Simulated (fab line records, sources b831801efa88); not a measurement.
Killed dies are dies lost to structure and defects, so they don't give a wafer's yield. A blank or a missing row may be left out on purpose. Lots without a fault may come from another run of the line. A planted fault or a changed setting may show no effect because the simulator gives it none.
A struck lot beside a sound one | flow gf180mcu | 19 steps out of a route of 602
Sound: wafers L321.3, L321.4, L321.5. Struck: wafer L332.1. (L332.2, L332.3 of the same lot were not struck and are left out.) The cause comes at the end.
At each step with rows: each side's tool, then ch and its chambers, then its first start. Under that, the readings that differ: sound wafers | struck wafers | difference of the means | sigmas: that difference in standard deviations of wafers without a fault.
alike: readings whose means differ by less than 2 such deviations, and words and numbers that are the same on both sides. not compared: withheld readings, readings that some wafer has no value for, bounds like >300 that may hide the same value, and numbers for which the record gives no deviation and whose values overlap.
The two part at a step that has a row with sigmas, a row that says differs or no value, or rows on one side only. Numbers that don't overlap but have no deviation are shown without sigmas and don't part them. A reading that every wafer of one side lacks parts them only if that side has two wafers or more.

first, 2 steps without rows for these wafers: GF_VT_IMPLANT_PEB_16; GF_VT_IMPLANT_DEVELOP_17 (develop time 60 s).
GF_VT_IMPLANT_OVL_MEAS_18:
  sound on overlay-01, day 6 18:17; struck on overlay-01, day 9 18:18
  alike: VT_IMPLANT_01_OVL
then, 1 step without rows for these wafers: GF_VT_IMPLANT_IMPLANT_19.
GF_VT_IMPLANT_STRIP_20: strips in O2/N2.
  sound on plasma_asher-03 ch 0,1, day 6 18:29; struck on plasma_asher-01 ch 0, day 9 18:29
  reading                | sound          | struck | difference                   | sigmas
  o2_flow_sccm (sccm)    | 3011 3007 2997 | 2984   | -21                          | -2
  rf_hours_counter_h (h) | - - -          | 38     | no value on the sound wafers |
  alike: chamber_pressure_mTorr, drypump_motor_current_A, heater_power_w, oes_product_au, strip_time_to_endpoint_s
GF_VT_IMPLANT_TW_MEAS_21:
  sound on film_metro-04, day 6 18:35; struck on film_metro-01, day 9 18:35
  alike: VT_IMPLANT_2_TW
then, 6 steps without rows for these wafers: GF_VT_IMPLANT_DEHYDRATE_22 (time 60 s); GF_VT_IMPLANT_HMDS_23 (prime time 60 s); GF_VT_IMPLANT_COAT_24 (resist thk 1000 nm); GF_VT_IMPLANT_SOFTBAKE_25 (time 60 s); GF_VT_IMPLANT_EXPOSE_26 (exposes mask LVPWELL HV AREA, target cd 860 nm); GF_VT_IMPLANT_PEB_27.
GF_VT_IMPLANT_DEVELOP_28: develop time 60 s.
  sound on litho_track-03 ch 0, day 7 09:49; struck on litho_track-03 ch 0, day 10 12:16
GF_VT_IMPLANT_OVL_MEAS_29:
  sound on overlay-01, day 7 09:56; struck on overlay-01, day 10 12:25
  not compared: VT_IMPLANT_02_OVL
then, 1 step without rows for these wafers: GF_VT_IMPLANT_IMPLANT_30.
GF_VT_IMPLANT_STRIP_31: strips in O2/N2.
  sound on plasma_asher-04 ch 0,1, day 7 10:08; struck on plasma_asher-01 ch 0, day 10 12:36
  reading                | sound | struck | difference                   | sigmas
  rf_hours_counter_h (h) | - - - | 40     | no value on the sound wafers |
  alike: chamber_pressure_mTorr, drypump_motor_current_A, heater_power_w, o2_flow_sccm, oes_product_au, strip_time_to_endpoint_s
GF_VT_IMPLANT_TW_MEAS_32:
  sound on film_metro-01, day 7 10:14; struck on film_metro-04, day 10 12:42
  reading         | sound             | struck | difference | sigmas
  VT_IMPLANT_3_TW | 267.7 267.6 268.2 | 30.1   | -237.7     | -99 or more
then, 1 step without rows for these wafers: GF_VT_IMPLANT_DEHYDRATE_33 (time 60 s).
-- the record jumps here: 22 days lie between the struck wafers' starts before and after (it left off in module VT_IMPLANT and takes up again in module PASSIVATION, whose first step shown is number 602 of the route) --
GF_PASSIVATION_PROBE_99:
  the record has rows for the struck wafers here (prober-02, day 32 20:18) and none for the sound ones

WHERE THEY PART
First at GF_VT_IMPLANT_STRIP_20; last, within this record, at GF_PASSIVATION_PROBE_99.

WHY: what the simulator had put in
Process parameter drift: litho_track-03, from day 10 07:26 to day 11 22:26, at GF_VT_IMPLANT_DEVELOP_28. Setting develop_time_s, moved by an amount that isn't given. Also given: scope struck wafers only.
